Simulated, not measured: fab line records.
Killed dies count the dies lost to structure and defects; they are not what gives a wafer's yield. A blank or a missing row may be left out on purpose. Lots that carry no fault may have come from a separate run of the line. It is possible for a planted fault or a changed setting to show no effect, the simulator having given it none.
Which of the tools did it?    flow sky130    13 lots with 38 wafers sampled at 5 steps, on a route of 708 steps

## WHAT THE GAUGES SHOWED, per wafer
SKY_FIELD_ISO_BOW_MEAS_00.
lot   measured     on             INCOMING_BOW (um)
L731  day 1 10:00  film metro-03  6 -6 -3
L732  day 1 15:01  film metro-03  -3 7 -1
L734  day 2 01:02  film metro-01  -5 -4 0
L735  day 2 06:01  film metro-03  5 13 7
L736  day 2 11:00  film metro-01  -1 1 -15
L737  day 2 16:02  film metro-04  -5 0 4
L738  day 2 21:00  film metro-04  6 8 -4
L740  day 3 07:01  film metro-04  3 1 0
L749  day 5 04:01  film metro-04  -4 0 -2
L750  day 5 09:01  film metro-03  -9 2
L751  day 5 14:00  film metro-01  -9 1 -9
L753  day 6 00:01  film metro-01  1 -18 -6
L754  day 6 05:04  film metro-03  -6 6 4

SKY_FIELD_ISO_THK_MEAS_23.
lot   measured     on             FIELD_ISO_OXIDATION_01_THK (nm)
L731  day 2 07:14  film metro-04  10.04 9.95 10.01
L732  day 2 14:05  film metro-01  9.59 9.78 9.75
L734  day 3 02:12  film metro-01  10.27 10.13 10.25
L735  day 3 03:04  film metro-03  9.71 9.77 9.88
L736  day 3 10:46  film metro-03  10.22 10.19 10.12
L737  day 3 14:08  film metro-01  9.89 10.13 10.10
L738  day 3 21:03  film metro-04  9.93 9.93 9.89
L740  day 4 06:52  film metro-04  10.25 10.21 10.27
L749  day 6 08:20  film metro-01  9.85 9.80 9.89
L750  day 6 10:01  film metro-03  9.84 9.94
L751  day 6 16:38  film metro-03  9.86 9.89 10.03
L753  day 7 03:49  film metro-04  10.19 10.26 10.01
L754  day 7 09:07  film metro-04  10.35 10.24 10.28

SKY_NWELL_TW_MEAS_15.
lot   measured      on             NWELL_TW
L731  day 4 14:31   film metro-01  1828 1813 1822
L732  day 4 19:55   film metro-02  1803 1798 1790
L734  day 5 10:23   film metro-01  1824 1806 1810
L735  day 5 11:55   film metro-03  1800 1800 1812
L736  day 5 20:22   film metro-03  1805 1802 1806
L737  day 6 01:20   film metro-03  1795 1791 1792
L738  day 6 07:27   film metro-03  1814 1804 1797
L740  day 6 17:52   film metro-02  1802 1800 1805
L749  day 9 05:58   film metro-03  1795 1798 1796
L750  day 9 06:55   film metro-02  1787 1793
L751  day 9 13:01   film metro-03  1807 1807 1811
L753  day 10 01:58  film metro-01  1809 1798 1804
L754  day 10 06:56  film metro-01  1796 1803 1803

## EACH LOT AND THE TOOL THAT RAN IT (in order: tool; ch and the chambers of the sampled wafers; start)
lot   SKY_FIELD_ISO_COAT_08             SKY_FIELD_ISO_STRIP_16
L731  litho track-02 ch 0, day 1 20:00  plasma asher-04 ch 0,1, day 2 04:11
L732  litho track-02 ch 0, day 2 04:00  plasma asher-01 ch 0,1, day 2 12:05
L734  litho track-04 ch 0, day 2 14:00  plasma asher-03 ch 0,1, day 2 23:46
L735  litho track-04 ch 0, day 2 17:00  plasma asher-01 ch 0,1, day 3 01:26
L736  litho track-04 ch 0, day 2 23:00  plasma asher-03 ch 0,1, day 3 07:02
L737  litho track-03 ch 0, day 3 03:00  plasma asher-04 ch 0,1, day 3 12:11
L738  litho track-03 ch 0, day 3 10:00  plasma asher-04 ch 0,1, day 3 18:24
L740  litho track-03 ch 0, day 3 19:00  plasma asher-03 ch 0,1, day 4 04:47
L749  litho track-03 ch 0, day 5 17:00  plasma asher-01 ch 0,1, day 6 03:20
L750  litho track-04 ch 0, day 5 22:00  plasma asher-01 ch 0, day 6 07:26
L751  litho track-02 ch 0, day 6 02:00  plasma asher-03 ch 0,1, day 6 12:27
L753  litho track-02 ch 0, day 6 15:00  plasma asher-01 ch 1, day 7 01:41
L754  litho track-03 ch 0, day 6 21:00  plasma asher-03 ch 0,1, day 7 06:20
- SKY_FIELD_ISO_COAT_08: resist thk 450 nm.
- SKY_FIELD_ISO_STRIP_16: strips in O2/N2.

## AS READ BY THE TOOLS THEMSELVES (means over the sampled wafers that have a number; for cases with no such wafer, the mark the record gives instead)
SKY_FIELD_ISO_STRIP_16.
lot   tool             drypump motor current A (A)  o2 flow sccm (sccm)  oes product au (a.u.)  strip time to endpoint s (s)
L731  plasma asher-04  5.8                          3001                 0.376                  3.52
L732  plasma asher-01  5.7                          2991                 0.373                  3.49
L734  plasma asher-03  5.0                          3004                 0.383                  3.58
L735  plasma asher-01  5.6                          2994                 0.375                  3.57
L736  plasma asher-03  5.1                          2998                 0.376                  3.53
L737  plasma asher-04  5.8                          2999                 0.375                  3.57
L738  plasma asher-04  5.7                          2994                 0.377                  3.54
L740  plasma asher-03  5.0                          2996                 0.375                  3.53
L749  plasma asher-01  5.7                          2999                 0.377                  3.55
L750  plasma asher-01  5.5                          3008                 0.371                  3.40
L751  plasma asher-03  5.1                          2997                 0.385                  3.59
L753  plasma asher-01  5.8                          3008                 0.382                  3.52
L754  plasma asher-03  5.1                          3008                 0.380                  3.52

## THE ANSWER, worked out from the rows above alone
Rule: what is usual is taken from the lots themselves. The widest of any qualifying gaps counts: lots, ordered by their means at a reading, are off when they make up no more than a third of the lots, leave a main group of 4 or more, and stand apart from it by 3 or more times the standard deviation of that group's means. Not used: any main group whose means are identical at the precision the tables above print for the reading. Also off: a lot with no number at a reading for which 4 or more lots have one. Where the step has rows for the other lots, those lots are counted as sound. After the gauges, taken in route order, come the tools' own readings; for these a lot's mean is taken, as printed above. At the first step where some lot is off, the reading lying furthest off is the one used; lots without a number count as furthest.
Off: L750 (SKY_FIELD_ISO_STRIP_16, strip time to endpoint s). The main group has a mean of 3.54 s with a standard deviation of 0.029.
If a tool, at that step or one of the process steps before it, ran each lot that is off and ran no sound lot following the first of them, it fits. One candidate fits, namely litho track-04 at SKY_FIELD_ISO_COAT_08. A fault onset in the window from L736 (day 2 23:00, its last sound lot) to L750 (day 5 22:00, its first lot off) fits.

## WHAT WAS PUT IN BY THE SIMULATOR
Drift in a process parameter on litho track-04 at SKY_FIELD_ISO_COAT_08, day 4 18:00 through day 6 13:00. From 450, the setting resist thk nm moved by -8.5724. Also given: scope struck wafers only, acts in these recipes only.
Lots struck among those shown: L750. The rule above reached the same finding.
